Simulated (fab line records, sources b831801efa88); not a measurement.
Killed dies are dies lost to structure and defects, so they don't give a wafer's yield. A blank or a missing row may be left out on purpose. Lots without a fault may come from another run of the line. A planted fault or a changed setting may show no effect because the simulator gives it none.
fab line records | flow sky130
record lots=13 wafers=38 last_day=49
route steps=708 shown METAL1@451 METAL2@485
lots that met no fault: from a run of the same line without faults
start_h: hours from the record's first day to the start of the lot's first wafer shown | wait_h: hours since the lot's step before | " the same as in the row above | L1.1+2: a row that stands for several wafers | - no value, or no start given | * or withheld: withheld | < > ~ a bound
route shown NAME@n: a module of which the file shows steps, and the number in the route of the first | usual: mean/standard deviation of fault-free wafers | same: alike in all rows | chamber/n: place in a boat | sites: the reading at each site | _std_site: their standard deviation | _edge_site: outer sites' mean less inner sites' | radius_mm: how far each site lies from the wafer's centre | mask NAME#n: copy n | behind: the tool/chamber that last shaped the wafer | hold: why the lot was held/for how many hours/how that ended | device: the transistor (n, p or np) that didn't switch | end of line: the same wafers' tests at the end of the route | a step without rows: its recipe alone | killed: dies lost to structure and defects at the first sort, not the wafer's yield | map: a wafer's dies, x killed, . not, _ none there
set.NAME: the setting as run; set.NAME@STEP: as run at that earlier step | model.NAME: the simulator's own value behind a step, which no gauge read
steps of the route over a sample of lots; a table a step, a row a wafer
services: from which hour (start_h, from the record's first day; less than 0 if before it) a tool's chamber was out of use, for how many hours, and why
## steps
# step SKY_METAL1_DESCUM_17
# recipe chemistry=O2 source_power_w=150 bias_power_w=0 pressure_mtorr=10 temp_c=40 time_s=8
# usual drypump_motor_current_A=5.7/0.33 oes_product_au=1.000/0.009
# columns lot.wafer tool chamber start_h wait_h drypump_motor_current_A oes_product_au rf_hours_counter_h
L708.3 rie_metal-03 0 768.44 0.0 5.7 1.004 -
L708.5 " 0 " " 5.7 1.005 -
L708.6 " 1 " " 6.3 0.998 -
L709.1 rie_metal-03 1 779.29 0.0 6.2 0.997 15
L709.2 " 0 " " 5.7 0.998 8
L709.4 " 1 " " 6.2 1.003 -
L710.1 rie_metal-01 0 784.04 0.0 5.5 0.996 5
L710.4 " 0 " " 5.5 1.000 -
L710.5 " 0 " " 5.5 0.994 -
L712.1 rie_metal-03 0 803.17 0.0 5.7 1.001 10
L712.3 " 1 " " 6.2 0.993 -
L712.4 " 0 " " 5.7 0.997 -
L713.1 rie_metal-02 1 805.33 0.0 5.6 0.985 2
L713.5 " 1 " " 5.6 0.994 -
L713.6 " 0 " " 5.1 1.002 -
L714.1 rie_metal-03 1 813.59 0.0 6.2 0.994 16
L714.3 " 0 " " 5.7 0.998 -
L714.5 " 1 " " 6.3 0.997 -
L715.1 rie_metal-02 0 821.23 0.0 5.2 1.019 15
L715.4 " 1 " " 5.6 1.009 -
L715.5 " 0 " " 5.1 1.009 -
L716.1 rie_metal-02 1 830.54 0.0 5.6 1.006 3
L716.3 " 0 " " 5.1 1.012 -
L716.6 " 0 " " 5.1 1.011 -
L717.2 rie_metal-03 0 837.93 0.0 5.7 1.002 11
L717.3 " 0 " " 5.7 0.992 -
L717.4 " 1 " " 6.2 1.001 -
L718.1 rie_metal-01 1 848.03 0.0 5.8 1.001 12
L718.2 " 0 " " 5.5 0.993 7
L718.4 " 0 " " 5.5 0.997 -
L719.2 rie_metal-03 1 859.09 0.0 6.3 1.002 18
L719.3 " 0 " " 5.7 1.010 -
L719.5 " 0 " " 5.7 1.007 -
L722.2 rie_metal-01 0 882.72 0.0 5.5 0.989 8
L722.4 " 1 " " 5.8 0.992 -
L722.5 " 0 " " 5.5 1.009 -
L728.3 rie_metal-01 0 917.50 0.0 5.5 0.993 -
L728.5 " 0 " " 5.5 1.004 -
# step SKY_METAL2_SPUTTER_02
# recipe material=AlCu target_thk_nm=250 power_w=10600 time_s=13.3 chamber_pressure_pa=0.4
# usual throttle_valve_pct=30.0/0.96
# columns lot.wafer tool chamber start_h wait_h throttle_valve_pct
L708.3 pvd_sputter-02 - 797.99 0.0 29.3
L708.5 " - " " 29.5
L708.6 " - " " 31.8
L709.1 pvd_sputter-02 - 807.43 0.0 31.7
L709.2 " - " " 29.7
L709.4 " - " " 29.6
L710.1 pvd_sputter-01 - 813.34 0.0 30.0
L710.4 " - " " 29.9
L710.5 " - " " 30.1
L712.1 pvd_sputter-03 - 833.33 0.0 29.6
L712.3 " - " " 29.0
L712.4 " - " " 28.2
L713.1 pvd_sputter-02 - 835.37 0.0 29.7
L713.5 " - " " 29.6
L713.6 " - " " 29.5
L714.1 pvd_sputter-01 - 843.33 0.0 30.0
L714.3 " - " " 29.5
L714.5 " - " " 29.6
L715.1 pvd_sputter-01 - 851.06 0.0 31.7
L715.4 " - " " 30.5
L715.5 " - " " 30.3
L716.1 pvd_sputter-01 - 860.47 0.0 30.2
L716.3 " - " " 30.3
L716.6 " - " " 30.4
L717.2 pvd_sputter-02 - 867.87 0.0 29.4
L717.3 " - " " 29.4
L717.4 " - " " 32.0
L718.1 pvd_sputter-01 - 876.39 0.0 30.0
L718.2 " - " " 30.0
L718.4 " - " " 31.6
L719.2 pvd_sputter-03 - 888.10 0.0 29.9
L719.3 " - " " 29.1
L719.5 " - " " 29.8
L722.2 pvd_sputter-03 - 911.03 0.0 29.6
L722.4 " - " " 29.5
L722.5 " - " " 29.2
L728.3 pvd_sputter-02 - 945.40 0.0 31.9
L728.5 " - " " 29.5
# step SKY_METAL2_RS_MEAS_05
# recipe thk_meas_gauge=four-point-probe reads=TiN_of_METAL2_SPUTTER_04+Ti_of_METAL2_SPUTTER_03+AlCu_of_METAL2_SPUTTER_02+TiN_of_METAL2_SPUTTER_01+Ti_of_METAL2_SPUTTER_00
# usual METAL2_ALCU_RS=0.1257/0.0015
# columns lot.wafer tool chamber start_h wait_h METAL2_ALCU_RS[ohm/sq]
L708.3 film_metro-02 - 798.12 0.1 0.1264
L708.5 " - " " 0.1246
L708.6 " - " " 0.1258
L709.1 film_metro-01 - 807.52 0.0 0.1280
L709.2 " - " " 0.1251
L709.4 " - " " 0.1270
L710.1 film_metro-03 - 813.43 0.0 0.1250
L710.4 " - " " 0.1260
L710.5 " - " " 0.1266
L712.1 film_metro-01 - 833.42 0.0 0.1258
L712.3 " - " " 0.1264
L712.4 " - " " 0.1266
L713.1 film_metro-01 - 835.47 0.0 0.1250
L713.5 " - " " 0.1240
L713.6 " - " " 0.1252
L714.1 film_metro-01 - 843.43 0.0 0.1271
L714.3 " - " " 0.1277
L714.5 " - " " 0.1277
L715.1 film_metro-03 - 851.15 0.0 0.1261
L715.4 " - " " 0.1265
L715.5 " - " " 0.1273
L716.1 film_metro-03 - 860.56 0.0 0.1238
L716.3 " - " " 0.1250
L716.6 " - " " 0.1258
L717.2 film_metro-02 - 867.99 0.0 0.1238
L717.3 " - " " 0.1253
L717.4 " - " " 0.1252
L718.1 film_metro-01 - 876.48 0.0 0.1248
L718.2 " - " " 0.1259
L718.4 " - " " 0.1257
L719.2 film_metro-03 - 888.21 0.0 0.1256
L719.3 " - " " 0.1278
L719.5 " - " " 0.1258
L722.2 film_metro-01 - 911.14 0.0 0.1277
L722.4 " - " " 0.1287
L722.5 " - " " 0.1288
L728.3 film_metro-01 - 945.53 0.1 0.1344
L728.5 " - " " 0.1282
# step SKY_METAL2_THK_MEAS_06
# recipe thk_meas_gauge=xrf reads=AlCu_of_METAL2_SPUTTER_02
# usual METAL2_ALCU_THK=256/3.3
# columns lot.wafer tool chamber start_h wait_h METAL2_ALCU_THK[nm]
L708.3 film_metro-02 - 798.22 0.1 254
L708.5 " - " " 258
L708.6 " - " " 254
L709.1 film_metro-01 - 807.64 0.1 254
L709.2 " - " " 256
L709.4 " - " " 253
L710.1 film_metro-03 - 813.55 0.1 259
L710.4 " - " " 254
L710.5 " - " " 250
L712.1 film_metro-01 - 833.54 0.1 254
L712.3 " - " " 258
L712.4 " - " " 255
L713.1 film_metro-01 - 835.59 0.1 259
L713.5 " - " " 261
L713.6 " - " " 257
L714.1 film_metro-01 - 843.55 0.1 254
L714.3 " - " " 253
L714.5 " - " " 252
L715.1 film_metro-03 - 851.27 0.1 253
L715.4 " - " " 253
L715.5 " - " " 254
L716.1 film_metro-03 - 860.68 0.1 261
L716.3 " - " " 257
L716.6 " - " " 257
L717.2 film_metro-02 - 868.10 0.1 260
L717.3 " - " " 259
L717.4 " - " " 258
L718.1 film_metro-01 - 876.60 0.1 258
L718.2 " - " " 256
L718.4 " - " " 258
L719.2 film_metro-03 - 888.32 0.1 254
L719.3 " - " " 250
L719.5 " - " " 256
L722.2 film_metro-01 - 911.25 0.1 253
L722.4 " - " " 251
L722.5 " - " " 250
L728.3 film_metro-01 - 945.63 0.1 240
L728.5 " - " " 251
# step SKY_METAL2_CD_MEAS_15
# recipe target_cd_nm=140
# usual cd_nm=139.9/1.5
# columns lot.wafer tool chamber start_h wait_h cd_nm
L708.3 cd_sem-01 - 824.62 - 140.0
L708.5 " - " " 141.0
L708.6 " - " " 140.1
L709.1 cd_sem-01 - 834.06 - 141.4
L709.2 " - " " 141.4
L709.4 " - " " 139.7
L710.1 cd_sem-01 - 840.48 - 140.2
L710.4 " - " " 140.1
L710.5 " - " " 139.9
L712.1 cd_sem-02 - 860.06 - 139.9
L712.3 " - " " 139.1
L712.4 " - " " 140.1
L713.1 cd_sem-02 - 862.09 - 137.2
L713.5 " - " " 138.5
L713.6 " - " " 137.0
L714.1 cd_sem-02 - 869.66 - 138.3
L714.3 " - " " 138.9
L714.5 " - " " 140.3
L715.1 cd_sem-02 - 876.12 - 140.4
L715.4 " - " " 141.5
L715.5 " - " " 140.3
L716.1 cd_sem-01 - 886.19 - 142.5
L716.3 " - " " 142.3
L716.6 " - " " 142.2
L717.2 cd_sem-02 - 893.66 - 137.9
L717.3 " - " " 136.2
L717.4 " - " " 136.9
L718.1 cd_sem-02 - 902.59 - 140.1
L718.2 " - " " 138.6
L718.4 " - " " 139.0
L719.2 cd_sem-02 - 914.06 - 141.3
L719.3 " - " " 139.7
L719.5 " - " " 141.7
L722.2 cd_sem-01 - 936.29 - 140.7
L722.4 " - " " 141.7
L722.5 " - " " 142.1
L728.3 cd_sem-01 - 969.41 - 140.6
L728.5 " - " " 139.8
# step SKY_METAL2_DESCUM_17
# recipe chemistry=O2 source_power_w=150 bias_power_w=0 pressure_mtorr=10 temp_c=40 time_s=8
# usual drypump_motor_current_A=5.59/0.29 oes_product_au=0.997/0.012
# columns lot.wafer tool chamber start_h wait_h drypump_motor_current_A oes_product_au rf_hours_counter_h
L708.3 rie_metal-04 1 824.75 0.0 5.40 1.001 -
L708.5 " 1 " " 5.40 1.019 -
L708.6 " 0 " " 5.73 0.978 -
L709.1 rie_metal-02 0 834.22 0.0 5.16 1.013 16
L709.2 " 1 " " 5.62 0.992 3
L709.4 " 1 " " 5.59 0.993 -
L710.1 rie_metal-02 1 840.64 0.0 5.63 0.988 3
L710.4 " 0 " " 5.17 0.999 -
L710.5 " 1 " " 5.60 0.996 -
L712.1 rie_metal-02 1 860.22 0.0 5.59 0.988 4
L712.3 " 1 " " 5.60 0.996 -
L712.4 " 1 " " 5.61 0.989 -
L713.1 rie_metal-03 0 862.24 0.0 5.72 0.994 12
L713.5 " 1 " " 6.26 1.000 -
L713.6 " 0 " " 5.72 1.005 -
L714.1 rie_metal-03 0 869.82 0.0 5.74 1.003 12
L714.3 " 0 " " 5.74 1.003 -
L714.5 " 1 " " 6.26 0.989 -
L715.1 rie_metal-03 0 876.27 0.0 5.74 1.008 12
L715.4 " 0 " " 5.76 1.001 -
L715.5 " 0 " " 5.73 1.010 -
L716.1 rie_metal-04 0 886.34 0.0 5.74 0.981 6
L716.3 " 1 " " 5.38 1.009 -
L716.6 " 1 " " 5.40 1.006 -
L717.2 rie_metal-02 0 893.79 0.0 5.14 1.005 1
L717.3 " 1 " " 5.60 0.988 -
L717.4 " 0 " " 5.12 1.008 -
L718.1 rie_metal-02 1 902.74 0.0 5.57 0.988 7
L718.2 " 0 " " 5.16 1.004 1
L718.4 " 1 " " 5.58 0.990 -
L719.2 rie_metal-04 0 914.19 0.0 5.74 0.980 7
L719.3 " 0 " " 5.73 0.968 -
L719.5 " 0 " " 5.72 0.977 -
L722.2 rie_metal-03 1 936.42 0.0 6.25 1.000 1
L722.4 " 1 " " 6.25 1.004 -
L722.5 " 1 " " 6.24 1.009 -
L728.3 rie_metal-04 0 969.53 0.0 5.74 0.991 -
L728.5 " 0 " " 5.74 0.980 -
## services
# columns tool chamber start_h hours kind
rie_metal-02 - 769.91 0.5 repair
pvd_sputter-02 - 770.12 0.5 repair
pvd_sputter-03 - 781.00 3.0 repair
pvd_sputter-02 0 837.40 - consumable_replace:kit
pvd_sputter-02 0 837.40 18.0 scheduled_down
pvd_sputter-02 0 837.40 18.0 vent_cycle
rie_metal-02 0 852.67 - clean
rie_metal-02 0 852.67 26.0 scheduled_down
rie_metal-02 0 852.67 26.0 vent_cycle
rie_metal-03 1 873.83 - clean
rie_metal-03 1 873.83 29.8 scheduled_down
rie_metal-03 1 873.83 29.8 vent_cycle
pvd_sputter-01 - 877.67 0.8 repair
rie_metal-04 0 901.40 2.6 repair
rie_metal-04 1 919.18 1.1 repair
pvd_sputter-01 - 919.69 3.4 repair
pvd_sputter-01 3 933.83 - consumable_replace:kit
pvd_sputter-01 3 933.83 18.0 scheduled_down
pvd_sputter-01 3 933.83 18.0 vent_cycle
rie_metal-03 0 944.44 4.7 repair
pvd_sputter-01 - 956.24 1.9 repair
pvd_sputter-02 3 964.39 - consumable_replace:kit
pvd_sputter-02 3 964.39 18.0 scheduled_down
pvd_sputter-03 - 964.99 3.3 repair
## key
first_sign step=SKY_METAL2_RS_MEAS_05 reading=METAL2_ALCU_RS direction=up sigmas=5.8 usual=0.1257 struck=0.1344
effect step=SKY_METAL2_THK_MEAS_06 reading=METAL2_ALCU_THK direction=down sigmas=4.9 usual=256 struck=240
met_at SKY_METAL2_SPUTTER_02
struck_lots L728
struck_wafers L728.3
sort_left_out L728.3
not_acting_at SKY_METAL1_DESCUM_17,SKY_METAL2_CD_MEAS_15,SKY_METAL2_DESCUM_17
onset_between 867.87 945.40
fault kind=process_parameter_drift tool=pvd_sputter-02 chamber=- onset_h=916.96 steps=SKY_METAL2_SPUTTER_02 channel=time_s offset=* shape=step end_h=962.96 scope=struck_wafers_only acts_in=* stated=*
# sort_left_out: the simulated sort isn't trusted on such a fault, so these wafers' sort isn't shown, and their yield isn't known
